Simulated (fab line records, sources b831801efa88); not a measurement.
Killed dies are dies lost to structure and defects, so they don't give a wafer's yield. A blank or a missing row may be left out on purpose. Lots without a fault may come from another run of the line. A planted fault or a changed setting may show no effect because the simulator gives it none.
Which tool did it? | flow sky130 | 24 lots, 72 wafers sampled, at 5 steps of a route of 708

WHAT THE GAUGES READ, wafer by wafer
SKY_VIA1_RS_MEAS_22: measures by four-point-probe.
lot  | measured     | on            | VIA1_W_RS (ohm/sq)
L074 | day 33 23:40 | film_metro-02 | 0.434 0.430 0.425
L075 | day 34 05:24 | film_metro-01 | 0.424 0.427 0.430
L076 | day 34 23:41 | film_metro-01 | 0.422 0.429 0.429
L077 | day 35 16:37 | film_metro-01 | 0.428 0.425 0.429
L078 | day 35 21:56 | film_metro-04 | 0.434 0.437 0.433
L080 | day 36 09:16 | film_metro-02 | 0.442 0.433 0.442
L079 | day 36 10:18 | film_metro-01 | 0.429 0.427 0.424
L081 | day 36 11:33 | film_metro-02 | 0.419 0.423 0.417
L082 | day 36 18:11 | film_metro-02 | 0.427 0.420 0.427
L083 | day 37 00:58 | film_metro-04 | 0.429 0.422 0.429
L085 | day 37 17:28 | film_metro-01 | 0.438 0.432 0.437
L084 | day 37 19:55 | film_metro-04 | 0.421 0.421 0.426
L086 | day 37 21:23 | film_metro-02 | 0.423 0.418 0.419
L087 | day 38 04:16 | film_metro-01 | 0.424 0.428 0.424
L088 | day 38 17:23 | film_metro-02 | 0.423 0.423 0.423
L089 | day 38 21:09 | film_metro-04 | 0.429 0.422 0.432
L090 | day 39 04:04 | film_metro-01 | 0.427 0.428 0.424
L091 | day 39 08:53 | film_metro-02 | 0.423 0.429 0.429
L092 | day 39 17:15 | film_metro-02 | 0.421 0.427 0.429
L093 | day 39 20:34 | film_metro-04 | 0.427 0.421 0.425
L094 | day 40 00:22 | film_metro-04 | 0.426 0.418 0.430
L095 | day 40 08:58 | film_metro-04 | 0.422 0.426 0.425
L096 | day 41 07:16 | film_metro-02 | 0.424 0.424 0.429
L097 | day 41 07:56 | film_metro-04 | 0.419 0.419 0.421

SKY_VIA3_THK_MEAS_01.
lot  | measured     | on            | VIA3_HDPCVD_THK (nm)
L074 | day 38 13:52 | film_metro-04 | 1638 1642 1627
L075 | day 38 19:04 | film_metro-02 | 1657 1652 1666
L076 | day 39 12:23 | film_metro-02 | 1635 1635 1610
L077 | day 40 05:11 | film_metro-02 | 1648 1625 1643
L078 | day 40 09:26 | film_metro-02 | 1614 1589 1639
L080 | day 40 20:19 | film_metro-02 | 1624 1652 1668
L079 | day 40 22:00 | film_metro-02 | 1655 1611 1617
L081 | day 40 22:26 | film_metro-01 | 1649 1655 1635
L082 | day 41 05:31 | film_metro-02 | 1606 1624 1608
L083 | day 41 08:34 | film_metro-04 | 1665 1659 1636
L085 | day 42 00:58 | film_metro-01 | 1653 1650 1622
L084 | day 42 04:03 | film_metro-01 | 1653 1631 1620
L086 | day 42 06:28 | film_metro-04 | 1617 1625 1645
L087 | day 42 11:22 | film_metro-02 | 1620 1647 1641
L088 | day 42 23:20 | film_metro-04 | 1648 1586 1618
L089 | day 43 03:49 | film_metro-04 | 1630 1617 1658
L090 | day 43 09:02 | film_metro-01 | 1599 1619 1604
L091 | day 43 16:10 | film_metro-02 | 1615 1644 1649
L092 | day 43 21:08 | film_metro-02 | 1604 1649 1631
L093 | day 44 00:28 | film_metro-04 | 1591 1595 1624
L094 | day 44 05:36 | film_metro-04 | 1657 1670 1628
L095 | day 44 12:02 | film_metro-01 | 1612 1591 1575
L096 | day 45 07:54 | film_metro-02 | 1645 1631 1671
L097 | day 45 08:08 | film_metro-02 | 1630 1618 1596

SKY_CAP2M_OVL_MEAS_12.
lot  | measured     | on         | CAP2M_OVL (nm)
L074 | day 40 16:49 | overlay-02 | 0.8 0.5 1.0
L075 | day 40 21:51 | overlay-01 | -1.1 -0.1 0.2
L076 | day 41 13:51 | overlay-01 | 0.1 -0.2 -0.9
L077 | day 42 06:51 | overlay-01 | 0.1 0.6 0.5
L078 | day 42 10:55 | overlay-01 | -1.7 -2.4 -1.4
L080 | day 42 21:14 | overlay-01 | -1.7 -3.6 -3.2
L079 | day 42 22:46 | overlay-02 | -1.6 -1.4 -0.7
L081 | day 42 23:42 | overlay-01 | -0.7 -1.1 -0.7
L082 | day 43 07:00 | overlay-02 | -0.2 -0.6 -2.0
L083 | day 43 09:11 | overlay-01 | -2.1 -2.4 -3.2
L085 | day 44 01:51 | overlay-01 | -2.2 -2.0 -2.7
L084 | day 44 04:36 | overlay-01 | -0.1 -1.5 0.7
L086 | day 44 07:13 | overlay-02 | -0.4 -2.2 -0.1
L087 | day 44 09:54 | overlay-02 | -2.7 -2.7 -1.8
L088 | day 44 23:06 | overlay-02 | -1.2 -1.2 -0.9
L089 | day 45 02:15 | overlay-02 | -2.2 -0.7 -1.9
L090 | day 45 07:51 | overlay-02 | -1.2 -0.8 -1.5
L091 | day 45 14:05 | overlay-02 | 3.6 1.9 2.1
L092 | day 45 16:35 | overlay-02 | -0.5 -1.6 -1.2
L093 | day 45 21:37 | overlay-02 | 0.6 0.1 1.2
L094 | day 46 01:49 | overlay-01 | -2.2 -1.4 -0.6
L095 | day 46 09:35 | overlay-02 | -0.7 -0.6 -0.4
L096 | day 47 04:09 | overlay-02 | -1.3 -1.9 -2.6
L097 | day 47 04:47 | overlay-02 | -2.7 -3.3 -3.1

WHICH TOOL RAN EACH LOT (tool, then ch and the chambers of the sampled wafers, then the start)
lot  | SKY_CONTACT_ETCH_17                | SKY_CAPM_METAL_ETCH_13
L074 | rie_diel-03 ch 0,1, day 31 12:19   | rie_metal-02 ch 0,1, day 37 10:27
L075 | rie_diel-04 ch 0,1,2, day 31 20:02 | rie_metal-03 ch 0,1, day 37 15:18
L076 | rie_diel-04 ch 0,2,3, day 32 14:38 | rie_metal-03 ch 0,1, day 38 09:53
L077 | rie_diel-04 ch 0,2,3, day 33 06:35 | rie_metal-01 ch 0,1, day 39 02:15
L078 | rie_diel-01 ch 0,3, day 33 12:44   | rie_metal-01 ch 0,1, day 39 06:24
L080 | rie_diel-03 ch 0,2, day 33 23:22   | rie_metal-02 ch 0,1, day 39 18:18
L079 | rie_diel-01 ch 0,3, day 34 00:31   | rie_metal-03 ch 0, day 39 19:12
L081 | rie_diel-03 ch 0,1,2, day 34 03:23 | rie_metal-01 ch 0, day 39 20:03
L082 | rie_diel-03 ch 0,2, day 34 08:52   | rie_metal-02 ch 0,1, day 40 03:27
L083 | rie_diel-01 ch 0,1,3, day 34 15:37 | rie_metal-02 ch 0,1, day 40 06:58
L085 | rie_diel-03 ch 0,1,3, day 35 09:07 | rie_metal-01 ch 0,1, day 40 23:39
L084 | rie_diel-04 ch 1,3, day 35 10:35   | rie_metal-03 ch 0,1, day 41 02:39
L086 | rie_diel-04 ch 1,3, day 35 12:20   | rie_metal-02 ch 0,1, day 41 05:08
L087 | rie_diel-04 ch 0,2, day 35 20:34   | rie_metal-01 ch 0,1, day 41 09:30
L088 | rie_diel-04 ch 1,2,3, day 36 09:26 | rie_metal-02 ch 0,1, day 41 21:20
L089 | rie_diel-01 ch 0,2,3, day 36 14:37 | rie_metal-01 ch 0,1, day 42 02:02
L090 | rie_diel-03 ch 0,2,3, day 36 20:05 | rie_metal-01 ch 0,1, day 42 07:57
L091 | rie_diel-04 ch 0,1,3, day 37 01:49 | rie_metal-02 ch 0,1, day 42 14:09
L092 | rie_diel-03 ch 1,3, day 37 11:23   | rie_metal-02 ch 0,1, day 42 20:24
L093 | rie_diel-03 ch 0,2, day 37 14:05   | rie_metal-01 ch 0,1, day 42 23:31
L094 | rie_diel-04 ch 0,2,3, day 37 17:43 | rie_metal-01 ch 0, day 43 05:14
L095 | rie_diel-03 ch 0,1,2, day 38 02:58 | rie_metal-01 ch 0, day 43 11:45
L096 | rie_diel-01 ch 2,3, day 39 02:38   | rie_metal-03 ch 0,1, day 44 07:46
L097 | rie_diel-03 ch 0,1,2, day 39 03:17 | rie_metal-01 ch 0,1, day 44 09:03
- SKY_CONTACT_ETCH_17: etches SiO2 in C4F8/O2/Ar, stops on Si3N4, target depth 340 nm.
- SKY_CAPM_METAL_ETCH_13: etches TiN in Cl2/BCl3, stops on SiO2, target depth 220 nm, time 62.9 s.

WHAT THE TOOLS THEMSELVES READ (means of the sampled wafers that have a number; where no wafer has one, the mark that the record gives instead)
SKY_CONTACT_ETCH_17.
lot  | tool        | oes_product_au (a.u.)
L074 | rie_diel-03 | 0.892
L075 | rie_diel-04 | 0.889
L076 | rie_diel-04 | 0.889
L077 | rie_diel-04 | 0.887
L078 | rie_diel-01 | 0.890
L080 | rie_diel-03 | 0.890
L079 | rie_diel-01 | 0.890
L081 | rie_diel-03 | 0.885
L082 | rie_diel-03 | 0.889
L083 | rie_diel-01 | 0.889
L085 | rie_diel-03 | 0.894
L084 | rie_diel-04 | 0.893
L086 | rie_diel-04 | 0.896
L087 | rie_diel-04 | 0.890
L088 | rie_diel-04 | 0.887
L089 | rie_diel-01 | 0.890
L090 | rie_diel-03 | 0.886
L091 | rie_diel-04 | 0.889
L092 | rie_diel-03 | 0.892
L093 | rie_diel-03 | 0.891
L094 | rie_diel-04 | 0.888
L095 | rie_diel-03 | 0.891
L096 | rie_diel-01 | 0.893
L097 | rie_diel-03 | 0.892

SKY_CAPM_METAL_ETCH_13.
lot  | tool         | drypump_motor_current_A (A) | oes_product_au (a.u.) | throttle_valve_pct (%)
L074 | rie_metal-02 | 5.9                         | 0.938                 | 21.907
L075 | rie_metal-03 | 6.2                         | 0.937                 | 21.896
L076 | rie_metal-03 | 6.1                         | 0.950                 | 21.902
L077 | rie_metal-01 | 5.5                         | 0.935                 | 21.907
L078 | rie_metal-01 | 5.5                         | 0.948                 | 21.906
L080 | rie_metal-02 | 6.0                         | 0.943                 | 21.903
L079 | rie_metal-03 | 6.1                         | 0.952                 | 21.899
L081 | rie_metal-01 | 5.4                         | 0.941                 | 21.904
L082 | rie_metal-02 | 5.7                         | 0.946                 | 21.904
L083 | rie_metal-02 | 6.0                         | 0.950                 | 21.893
L085 | rie_metal-01 | 5.5                         | 0.945                 | 21.913
L084 | rie_metal-03 | 6.2                         | 0.939                 | 21.895
L086 | rie_metal-02 | 5.7                         | 0.949                 | 21.896
L087 | rie_metal-01 | 5.5                         | 0.960                 | 21.892
L088 | rie_metal-02 | 5.7                         | 0.946                 | 21.901
L089 | rie_metal-01 | 5.5                         | 0.941                 | 21.909
L090 | rie_metal-01 | 5.5                         | 0.944                 | 21.901
L091 | rie_metal-02 | 6.0                         | 0.946                 | 21.899
L092 | rie_metal-02 | 6.0                         | 0.942                 | 21.902
L093 | rie_metal-01 | 5.5                         | 0.941                 | 21.903
L094 | rie_metal-01 | 5.4                         | 0.939                 | 21.904
L095 | rie_metal-01 | 5.4                         | 0.942                 | 21.901
L096 | rie_metal-03 | 6.1                         | 0.939                 | 21.901
L097 | rie_metal-01 | 5.5                         | 0.944                 | 21.900

THE ANSWER, worked out from the rows above alone
Rule: what is usual is taken from the lots themselves. Put in order of their means at a reading, lots are off if they are a third of the lots or fewer, leave a main group of 4 or more, and stand apart from it by a gap of 3 or more times the standard deviation of the main group's means; of several such gaps the widest counts. A main group whose means are all the same, to the digits that the tables above print for the reading, isn't used. A lot without any number at a reading at which 4 lots or more have one is off too. The other lots that the step has rows for count as sound. The gauges are gone through in route order, then the tools' own readings, and for those a lot's mean is taken as printed above. The first step at which some lot is off is used, and at that step the reading that is off furthest; a lot without a number counts as furthest.
No lot is off at any reading shown: from this, nothing can be told.

WHAT THE SIMULATOR HAD PUT IN
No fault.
